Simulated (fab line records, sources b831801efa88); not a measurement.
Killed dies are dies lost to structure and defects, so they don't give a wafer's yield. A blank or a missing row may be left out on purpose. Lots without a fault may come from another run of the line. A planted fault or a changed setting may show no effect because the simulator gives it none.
Tool commonality check | flow sky130 | 13 lots, 39 wafers sampled

WHY IT WAS OPENED
At SKY_VT_ADJUST_HVTR_TW_MEAS_11 the reading VT_ADJUST_HVTR_TW is flagged on 3 of 13 lots. Wafers without a fault read 208.6, standard deviation 1.8.
Rule: a lot is flagged when every wafer of it that has a number lies more than 4 standard deviations from that mean, or none has a number. The other lots count as sound.

lot  | measured     | on            | VT_ADJUST_HVTR_TW, wafer by wafer | flag
L218 | day 9 22:39  | film_metro-02 | 208.5 208.8 209.2                 |
L222 | day 11 02:46 | film_metro-02 | 223.9 225.5 224.8                 | FLAGGED
L224 | day 11 15:01 | film_metro-02 | 224.2 224.1 225.1                 | FLAGGED
L226 | day 12 00:14 | film_metro-04 | 229.3 228.0 227.5                 | FLAGGED
L230 | day 13 11:17 | film_metro-02 | 208.3 209.9 207.5                 |
L232 | day 14 04:50 | film_metro-03 | 206.3 205.1 205.3                 |
L233 | day 14 13:28 | film_metro-04 | 210.5 210.5 210.9                 |
L234 | day 14 19:28 | film_metro-03 | 205.7 205.3 205.7                 |
L235 | day 14 19:46 | film_metro-02 | 209.1 209.4 208.8                 |
L236 | day 15 07:47 | film_metro-04 | 210.6 210.8 210.5                 |
L237 | day 15 10:55 | film_metro-04 | 210.3 210.4 210.9                 |
L238 | day 15 20:29 | film_metro-04 | 209.9 210.1 210.7                 |
L240 | day 16 17:38 | film_metro-04 | 209.8 208.7 208.8                 |
The numbers of the flagged lots are 225.8 on average: +17.2 against the usual, or +10 standard deviations.

WHICH TOOL RAN EACH LOT
The record holds 1 process step before the reading, out of a route of 708 steps. In each cell: the tool, then ch and the chambers that the sampled wafers went through, then the start.
lot  | flag    | SKY_VT_ADJUST_HVTR_IMPLANT_09
L218 |         | implanter-03 ch 0, day 9 22:27
L222 | FLAGGED | implanter-03 ch 0, day 11 02:31
L224 | FLAGGED | implanter-03 ch 0, day 11 14:46
L226 | FLAGGED | implanter-03 ch 0, day 12 00:00
L230 |         | implanter-04 ch 0, day 13 11:03
L232 |         | implanter-01 ch 0, day 14 04:37
L233 |         | implanter-01 ch 0, day 14 13:13
L234 |         | implanter-01 ch 0, day 14 19:13
L235 |         | implanter-04 ch 0, day 14 19:31
L236 |         | implanter-01 ch 0, day 15 07:32
L237 |         | implanter-04 ch 0, day 15 10:40
L238 |         | implanter-01 ch 0, day 15 20:15
L240 |         | implanter-01 ch 0, day 16 17:23
What these steps do:
- SKY_VT_ADJUST_HVTR_IMPLANT_09
- SKY_VT_ADJUST_HVTR_TW_MEAS_11

FLAGGED OVER TOTAL, TOOL BY TOOL (the gauges that took the reading come last)
step                          | tool          | lots run | flagged | share of the flagged lots | sound lots run after its first flagged lot
SKY_VT_ADJUST_HVTR_IMPLANT_09 | implanter-01  | 6        | 0       | none                      | -
SKY_VT_ADJUST_HVTR_IMPLANT_09 | implanter-03  | 4        | 3       | all                       | 0
SKY_VT_ADJUST_HVTR_IMPLANT_09 | implanter-04  | 3        | 0       | none                      | -
SKY_VT_ADJUST_HVTR_TW_MEAS_11 | film_metro-02 | 5        | 2       | some                      | 2 (L230,L235)
SKY_VT_ADJUST_HVTR_TW_MEAS_11 | film_metro-03 | 2        | 0       | none                      | -
SKY_VT_ADJUST_HVTR_TW_MEAS_11 | film_metro-04 | 6        | 1       | some                      | 5 (L233,L236,L237,L238,L240)

WHAT THE TABLE ALLOWS
1 row of the table ran every flagged lot: implanter-03 at SKY_VT_ADJUST_HVTR_IMPLANT_09.
- implanter-03 at SKY_VT_ADJUST_HVTR_IMPLANT_09: 3 of its 4 lots flagged. Its last sound lot is L218 (day 9 22:27), its first flagged lot L222 (day 11 02:31): a fault that began between those two fits. Its own readings lie more than 4 standard deviations out on every wafer of the flagged lots: dose_ions_cm2, faraday_current_uA.
One tool is left: implanter-03 at SKY_VT_ADJUST_HVTR_IMPLANT_09.

WHAT THE SIMULATOR HAD PUT IN
Process parameter drift: implanter-03, from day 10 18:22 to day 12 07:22, at SKY_VT_ADJUST_HVTR_IMPLANT_09. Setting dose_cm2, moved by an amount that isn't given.
Lots struck among those shown: L222, L224, L226. The rule above found the same.
